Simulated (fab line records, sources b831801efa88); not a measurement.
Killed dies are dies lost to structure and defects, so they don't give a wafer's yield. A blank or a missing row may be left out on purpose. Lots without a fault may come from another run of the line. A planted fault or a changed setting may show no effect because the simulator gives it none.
Split-lot experiment | flow sky130 | 5 lots, 23 wafers read, on a route of 708 steps

THE SPLIT
At SKY_METAL3_EXPOSE_10 (exposes mask MM3, target cd 300 nm), the setting dose_mj was moved away from the recipe's 28 on 5 of the 23 wafers read, by -4.9% to +4.7%. The other wafers ran this setting at the recipe's value.

FROM THE SPLIT TO THE READING: what the file shows between them, 2 steps
- SKY_METAL3_PEB_11
- SKY_METAL3_DEVELOP_12: develop time 60 s

THE READING
cd_nm, in nm, at SKY_METAL3_CD_MEAS_13 (target cd 300 nm). Fault-free wafers of this fab line usually give 299.7 nm, standard deviation 1.4 nm.

wafer  | tool, chamber at the split | dose_mj as run | against the recipe | cd_nm, nm | against lot-mates on the recipe
L077.1 | krf_scanner-01, 0          | 28             | recipe             | 298.5     | -
L077.2 | krf_scanner-01, 0          | 28             | recipe             | 299.5     | -
L077.3 | krf_scanner-01, 0          | 28             | recipe             | 300.1     | -
L077.4 | krf_scanner-01, 0          | 28             | recipe             | 300.3     | -
L077.6 | krf_scanner-01, 0          | 28             | recipe             | 299.3     | -
L074.1 | krf_scanner-01, 0          | 28             | recipe             | 296.8     | -
L074.4 | krf_scanner-01, 0          | 28             | recipe             | 297.9     | -
L074.5 | krf_scanner-01, 0          | 28             | recipe             | 298.6     | -
L078.1 | krf_scanner-02, 0          | 28             | recipe             | 299.0     | -
L078.2 | krf_scanner-02, 0          | 28             | recipe             | 297.7     | -
L078.3 | krf_scanner-02, 0          | 28             | recipe             | 298.9     | -
L078.4 | krf_scanner-02, 0          | 28             | recipe             | 297.7     | -
L078.5 | krf_scanner-02, 0          | 28             | recipe             | 297.9     | -
L082.1 | krf_scanner-01, 0          | 29.33          | +4.7%              | 289.6     | -10.7
L082.2 | krf_scanner-01, 0          | 29.33          | +4.7%              | 290.3     | -10.0
L082.3 | krf_scanner-01, 0          | 28             | recipe             | 301.1     | -
L082.4 | krf_scanner-01, 0          | 28             | recipe             | 299.5     | -
L082.5 | krf_scanner-01, 0          | 29.33          | +4.7%              | 289.6     | -10.7
L083.1 | krf_scanner-01, 0          | 26.64          | -4.9%              | 311.4     | +10.8
L083.2 | krf_scanner-01, 0          | 28             | recipe             | 300.2     | -
L083.4 | krf_scanner-01, 0          | 26.64          | -4.9%              | 308.5     | +7.9
L083.5 | krf_scanner-01, 0          | 28             | recipe             | 300.9     | -
L083.6 | krf_scanner-01, 0          | 28             | recipe             | 300.8     | -

THE FIT
A straight line over all 23 wafers: cd_nm changes by -2.07 nm for each +1% of dose_mj; r = -0.97; the points scatter about the line by 1.3 nm.
The same after taking each lot's own level away (the mean of its wafers on the recipe; 23 wafers): -2.08 nm for each +1%; r = -0.99; scatter 0.8 nm.
On that fit, the largest move of dose_mj shifts the reading by 10 nm.
The lots' own levels span 297.77 to 300.63 nm, that is 2.0 times the standard deviation above.
So the lot-to-lot level changes the slope little: the two slopes agree.
Check: with one of the wafers moved furthest among these (-4.9%) left out of the fit, the line predicts +9.67 nm for it against its lot-mates. It came out at +10.8 nm against them.

OTHER SPLITS ON THESE WAFERS
These wafers also went through other splits before the reading. Each is held against what the fit with the lots' levels taken away leaves over:
other split on the same wafers | wafers away from the commonest value | r with cd_nm (lot level and that fit taken away)
SKY_METAL2_SPUTTER_00 power_w  | 4                                    | -0.18
SKY_VIA2_EXPOSE_09 dose_mj     | 5                                    | +0.02
SKY_CAPM_SPUTTER_02 time_s     | 7                                    | -0.05
SKY_CAPM_METAL_ETCH_13 icp_w   | 5                                    | +0.22

THE WHOLE CHAIN: every reading that the file lists as answering this split, in the file's order
step                  | what it does                                                         | reading                                                       | change (the file's fit)              | r (the file's)
SKY_METAL3_CD_MEAS_13 | target cd 300 nm                                                     | cd_nm                                                         | -2.05 nm for each +1% of the setting | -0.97
SKY_METAL3_DESCUM_15  | chemistry O2, time 8 s                                               | METAL3.cd_nm (the simulator's own value, which no gauge read) | -2.02 nm for each +1% of the setting | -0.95
SKY_METAL3_ETCH_16    | etches BARC in N2/H2, stops on SiO2, time 88.2 s, target depth 60 nm | METAL3.cd_nm (the simulator's own value, which no gauge read) | -2.23 nm for each +1% of the setting | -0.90

THE FILE'S OWN FIT
cd_nm changes by -2.05 nm for each +1% of dose_mj, r = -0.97.
